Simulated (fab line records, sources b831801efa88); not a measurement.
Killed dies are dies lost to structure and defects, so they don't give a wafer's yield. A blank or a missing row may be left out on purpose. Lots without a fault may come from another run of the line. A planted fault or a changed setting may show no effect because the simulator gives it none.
fab line records | flow sky130
record lots=6 wafers=18 last_day=50
route steps=708 shown LDD_N@237 PAD_OPEN@708
lots that met no fault: from a run of the same line without faults
start_h: hours from the record's first day to the start of the lot's first wafer shown | wait_h: hours since the lot's step before | " the same as in the row above | L1.1+2: a row that stands for several wafers | - no value, or no start given | * or withheld: withheld | < > ~ a bound
route shown NAME@n: a module of which the file shows steps, and the number in the route of the first | usual: mean/standard deviation of fault-free wafers | same: alike in all rows | chamber/n: place in a boat | sites: the reading at each site | _std_site: their standard deviation | _edge_site: outer sites' mean less inner sites' | radius_mm: how far each site lies from the wafer's centre | mask NAME#n: copy n | behind: the tool/chamber that last shaped the wafer | hold: why the lot was held/for how many hours/how that ended | device: the transistor (n, p or np) that didn't switch | end of line: the same wafers' tests at the end of the route | a step without rows: its recipe alone | killed: dies lost to structure and defects at the first sort, not the wafer's yield | map: a wafer's dies, x killed, . not, _ none there
set.NAME: the setting as run; set.NAME@STEP: as run at that earlier step | model.NAME: the simulator's own value behind a step, which no gauge read
lots at some steps of the route; a table a step, a row a wafer
services: from which hour (start_h, from the record's first day; less than 0 if before it) a tool's chamber was out of use, for how many hours, and why
## steps
# step SKY_LDD_N_DEHYDRATE_00
# recipe temp_c=200 time_s=60
# step SKY_LDD_N_HMDS_01
# recipe prime_time_s=60 prime_temp_c=120
# step SKY_LDD_N_COAT_02
# recipe resist=NOVOLAK spin_rpm=3000 resist_thk_nm=300
# step SKY_LDD_N_SOFTBAKE_03
# recipe temp_c=90 time_s=60 resist=NOVOLAK
# step SKY_LDD_N_EXPOSE_04
# recipe mask_id=NTM target_cd_nm=840 na=0.6 source_shape=conventional sigma_outer=0.6 dose_mj=110
# step SKY_LDD_N_PEB_05
# recipe temp_c=withheld time_s=* resist=NOVOLAK
# step SKY_LDD_N_DEVELOP_06
# recipe develop_time_s=60 dev_temp_c=23
# step SKY_LDD_N_OVL_MEAS_07
# usual LDD_N_OVL=-1.4/1.2
# columns lot.wafer tool chamber start_h wait_h LDD_N_OVL[nm]
L393.2 overlay-02 - 409.72 0.1 -1.3
L393.3 " - " " -0.6
L393.4 " - " " -2.3
L399.2 overlay-02 - 476.72 0.1 -2.0
L399.3 " - " " -1.8
L399.4 " - " " -3.6
L409.1 overlay-02 - 557.46 0.1 -1.5
L409.2 " - " " -2.8
L409.6 " - " " -1.7
L410.3 overlay-01 - 577.77 0.1 -0.7
L410.4 " - " " -0.4
L410.6 " - " " -0.9
L411.1 overlay-02 - 577.98 0.1 0.4
L411.2 " - " " -0.3
L411.6 " - " " -0.7
L414.1 overlay-01 - 594.93 0.1 -4.5
L414.4 " - " " -2.7
L414.6 " - " " -2.7
# step SKY_LDD_N_IMPLANT_08
# recipe species=As energy_kev=20 dose_cm2=7.5e+13 tilt_deg=withheld rotation_deg=23
# step SKY_LDD_N_IMPLANT_09
# recipe species=As energy_kev=20 dose_cm2=7.5e+13 tilt_deg=withheld rotation_deg=113
# step SKY_LDD_N_IMPLANT_10
# recipe species=As energy_kev=20 dose_cm2=7.5e+13 tilt_deg=withheld rotation_deg=203
# step SKY_LDD_N_IMPLANT_11
# recipe species=As energy_kev=20 dose_cm2=7.5e+13 tilt_deg=withheld rotation_deg=293
# step SKY_LDD_N_IMPLANT_12
# recipe species=BF2 energy_kev=50 dose_cm2=5e+12 tilt_deg=30 rotation_deg=0
# usual beam_on_s=9.98/0.21 faraday_current_uA=28.2/0.59
# columns lot.wafer tool chamber start_h wait_h beam_on_s faraday_current_uA
L393.2 implanter-01 0 412.93 2.7 9.60 29.4
L393.3 " 0 " " 10.39 27.2
L393.4 " 0 " " 10.24 27.4
L399.2 implanter-04 0 477.38 0.1 9.73 28.9
L399.3 " 0 " " 10.22 27.5
L399.4 " 0 " " 9.97 28.2
L409.1 implanter-01 0 558.10 0.1 13.04 21.6
L409.2 " 0 " " 13.01 21.8
L409.6 " 0 " " 12.98 21.7
L410.3 implanter-01 0 578.45 0.1 12.56 22.4
L410.4 " 0 " " 12.97 21.9
L410.6 " 0 " " 12.77 22.2
L411.1 implanter-03 0 578.62 0.1 9.68 29.2
L411.2 " 0 " " 10.22 27.6
L411.6 " 0 " " 10.03 28.1
L414.1 implanter-04 0 595.57 0.1 10.23 27.5
L414.4 " 0 " " 9.62 29.2
L414.6 " 0 " " 10.03 28.1
# step SKY_LDD_N_IMPLANT_13
# recipe species=BF2 energy_kev=50 dose_cm2=5e+12 tilt_deg=30 rotation_deg=90
# step SKY_PAD_OPEN_PROBE_99
# usual killed_at_M0_to_M3=42/6.6 killed_at_M4_up=3.1/1.9 killed_at_contacts=25/5.7 killed_at_front_end=16/5 killed_at_other=0.2/0.38 killed_dies=86/9.6 killed_open=47/7.2 killed_short=39/6.2
# same gross_dies=492 killed_at_back_side=0
# columns lot.wafer tool chamber start_h wait_h killed_at_M0_to_M3 killed_at_M4_up killed_at_contacts killed_at_front_end killed_at_other killed_dies killed_open killed_short model.etest.nfet_01v8_lvt.vt_sat_v model.etest.nfet_01v8.vt_sat_v
L393.2 prober-01 - 1088.13 0.1 44 6 27 14 0 91 43 48 0.5424 0.6507
L393.3 prober-01 - 1088.18 0.2 29 3 20 23 1 76 37 39 0.5435 0.6546
L393.4 prober-01 - 1088.23 0.2 42 1 14 14 0 71 38 33 0.5375 0.642
L399.2 prober-01 - 1128.63 0.1 43 5 23 17 0 88 46 42 0.5326 0.6439
L399.3 prober-01 - 1128.68 0.2 50 2 23 25 0 100 54 46 0.5416 0.6552
L399.4 prober-01 - 1128.73 0.2 43 3 22 17 0 85 45 40 0.5555 0.6635
L409.1 prober-01 - 1178.66 0.1 38 5 20 14 0 77 47 30 0.5669 0.6762
L409.2 prober-01 - 1178.71 0.1 38 1 28 15 0 82 44 38 0.5637 0.671
L409.6 prober-01 - 1178.91 0.2 42 3 19 20 1 85 46 39 0.5683 0.6748
L410.3 prober-02 - 1189.86 0.2 51 1 24 24 0 100 65 35 0.5488 0.6458
L410.4 prober-02 - 1189.91 0.2 39 3 24 10 1 77 45 32 0.5547 0.6624
L410.6 prober-02 - 1190.01 0.2 44 8 14 16 0 82 45 37 0.5433 0.656
L411.1 prober-01 - 1191.85 0.1 36 6 23 12 0 77 41 36 0.5455 0.6542
L411.2 prober-01 - 1191.90 0.1 42 5 25 14 0 86 46 40 0.5402 0.6481
L411.6 prober-01 - 1192.10 0.2 43 2 32 20 0 97 49 48 0.5302 0.6406
L414.1 prober-02 - 1197.80 0.1 42 2 25 10 1 80 47 33 0.5465 0.651
L414.4 prober-02 - 1197.95 0.2 53 3 22 9 0 87 40 47 0.5463 0.6534
L414.6 prober-02 - 1198.05 0.2 44 5 21 9 0 79 39 40 0.541 0.6502
# killed by level:class
L393.2 CONTACT:geometric_particle:open=9 VIA1:geometric_particle:open=8 VIA3:geometric_particle:open=6 LI_CONTACT:geometric_particle:short=5 VIA1:geometric_particle:short=5 VIA2:geometric_particle:open=5 METAL2:geometric_particle:short=5 METAL4:geometric_particle:short=5
L393.3 LI_CONTACT:geometric_particle:open=7 FIELD_ISO:geometric_particle:open=6 POLY_GATE:geometric_particle:open=5 POLY_GATE:geometric_particle:short=5 CONTACT:geometric_particle:open=5 METAL1:geometric_particle:short=5 VIA1:geometric_particle:short=5 METAL2:geometric_particle:short=5
L393.4 VIA1:geometric_particle:open=11 VIA3:geometric_particle:open=7 FIELD_ISO:geometric_particle:open=6 METAL1:geometric_particle:short=6 CONTACT:geometric_particle:open=5 METAL2:geometric_particle:short=5 CONTACT:geometric_particle:short=4 FIELD_ISO:geometric_particle:short=3
L399.2 LI_CONTACT:geometric_particle:open=14 VIA1:geometric_particle:open=10 VIA2:geometric_particle:open=7 METAL1:geometric_particle:short=6 FIELD_ISO:geometric_particle:short=5 METAL2:geometric_particle:short=5 METAL4:geometric_particle:short=5 VIA3:geometric_particle:open=4
L399.3 CONTACT:geometric_particle:open=9 VIA3:geometric_particle:open=9 VIA1:geometric_particle:open=8 METAL2:geometric_particle:short=7 POLY_GATE:geometric_particle:open=6 POLY_GATE:geometric_particle:short=5 LI_CONTACT:geometric_particle:open=5 CONTACT:geometric_particle:short=5
L399.4 METAL2:geometric_particle:short=11 CONTACT:geometric_particle:open=9 VIA1:geometric_particle:open=8 LI_CONTACT:geometric_particle:open=7 POLY_GATE:geometric_particle:short=5 METAL1:geometric_particle:short=5 VIA2:geometric_particle:open=4 VIA3:geometric_particle:open=4
L409.1 CONTACT:geometric_particle:open=14 VIA1:geometric_particle:open=10 VIA2:geometric_particle:open=6 VIA1:geometric_particle:short=5 VIA3:geometric_particle:open=4 FIELD_ISO:geometric_particle:open=3 FIELD_ISO:geometric_particle:short=3 METAL4:geometric_particle:short=3
L409.2 VIA1:geometric_particle:open=10 CONTACT:geometric_particle:short=8 VIA3:geometric_particle:open=8 CONTACT:geometric_particle:open=7 LI_CONTACT:geometric_particle:open=6 LOCAL_INTERCONNECT:geometric_particle:short=6 FIELD_ISO:geometric_particle:short=5 METAL1:geometric_particle:short=5
L409.6 VIA1:geometric_particle:open=9 METAL2:geometric_particle:short=7 LI_CONTACT:geometric_particle:open=6 CONTACT:geometric_particle:open=6 POLY_GATE:geometric_particle:open=5 METAL1:geometric_particle:open=5 FIELD_ISO:geometric_particle:open=4 POLY_GATE:geometric_particle:short=4
L410.3 VIA1:geometric_particle:open=14 VIA2:geometric_particle:open=11 LI_CONTACT:geometric_particle:open=10 CONTACT:geometric_particle:open=8 VIA1:geometric_particle:short=6 POLY_GATE:geometric_particle:open=5 FIELD_ISO:geometric_particle:open=4 POLY_GATE:geometric_particle:short=4
L410.4 CONTACT:geometric_particle:open=14 METAL1:geometric_particle:short=9 VIA1:geometric_particle:open=6 VIA3:geometric_particle:open=5 LI_CONTACT:geometric_particle:open=4 METAL2:geometric_particle:short=4 POLY_GATE:geometric_particle:open=3 VIA3:geometric_particle:short=3
L410.6 VIA2:geometric_particle:open=13 VIA3:geometric_particle:open=12 METAL4:geometric_particle:short=8 FIELD_ISO:geometric_particle:short=7 VIA1:geometric_particle:open=7 FIELD_ISO:geometric_particle:open=5 LOCAL_INTERCONNECT:geometric_particle:short=4 CONTACT:geometric_particle:open=4
L411.1 CONTACT:geometric_particle:short=8 LI_CONTACT:geometric_particle:open=7 VIA1:geometric_particle:open=7 VIA1:geometric_particle:short=6 CONTACT:geometric_particle:open=5 METAL1:geometric_particle:open=4 METAL4:geometric_particle:short=4 METAL2:geometric_particle:short=4
L411.2 CONTACT:geometric_particle:short=8 VIA1:geometric_particle:open=8 VIA3:geometric_particle:open=7 VIA2:geometric_particle:open=6 CONTACT:geometric_particle:open=6 METAL2:geometric_particle:short=5 VIA1:geometric_particle:short=4 POLY_GATE:geometric_particle:short=4
L411.6 VIA1:geometric_particle:open=10 LI_CONTACT:geometric_particle:open=9 CONTACT:geometric_particle:open=9 FIELD_ISO:geometric_particle:short=7 CONTACT:geometric_particle:short=7 VIA3:geometric_particle:open=7 METAL1:geometric_particle:short=6 POLY_GATE:geometric_particle:short=5
L414.1 VIA1:geometric_particle:open=11 CONTACT:geometric_particle:open=10 VIA3:geometric_particle:open=7 LI_CONTACT:geometric_particle:open=6 LOCAL_INTERCONNECT:geometric_particle:short=5 VIA2:geometric_particle:open=5 FIELD_ISO:geometric_particle:open=4 VIA1:geometric_particle:short=4
L414.4 VIA1:geometric_particle:open=12 METAL1:geometric_particle:short=11 METAL2:geometric_particle:short=7 VIA1:geometric_particle:short=7 VIA3:geometric_particle:open=7 CONTACT:geometric_particle:open=6 LI_CONTACT:geometric_particle:open=4 LOCAL_INTERCONNECT:geometric_particle:short=4
L414.6 VIA1:geometric_particle:open=10 METAL2:geometric_particle:short=9 CONTACT:geometric_particle:open=7 VIA1:geometric_particle:short=6 VIA2:geometric_particle:open=6 LOCAL_INTERCONNECT:geometric_particle:short=4 CONTACT:geometric_particle:short=4 METAL4:geometric_particle:short=4
## services
# columns tool chamber start_h hours kind
implanter-03 - 392.55 20.5 pm
implanter-01 - 425.02 2.9 pm
implanter-03 - 479.03 4.3 repair
implanter-01 - 496.19 3.5 repair
implanter-03 - 529.47 4.6 repair
implanter-04 - 533.28 1.2 repair
implanter-04 - 556.03 6.3 pm
implanter-04 - 570.14 2.0 repair
implanter-04 - 572.09 3.3 pm
## key
first_sign step=SKY_LDD_N_IMPLANT_12 reading=beam_on_s direction=up sigmas=14 usual=9.98 struck=12.89
effect step=SKY_LDD_N_IMPLANT_12 reading=faraday_current_uA direction=down sigmas=11 usual=28.2 struck=21.9
model_effect step=SKY_PAD_OPEN_PROBE_99 value=etest.nfet_01v8_lvt.vt_sat_v without=0.5312 struck=0.5576
met_at SKY_LDD_N_IMPLANT_12
struck_wafers L409.1,L409.2,L409.6,L410.3,L410.4,L410.6
tester_left_out L409,L410
onset_between 412.93 558.10
fault kind=process_parameter_drift tool=implanter-01 chamber=- onset_h=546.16 steps=SKY_LDD_N_IMPLANT_12 channel=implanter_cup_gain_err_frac offset=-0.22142 shape=step end_h=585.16
# tester_left_out: of these lots the tester's yield and bins aren't shown, on N5 and GAA mostly nor the transistor test; their killed dies are dies lost to structure and defects alone, not to doping, threshold or leakage, so they don't give the yield
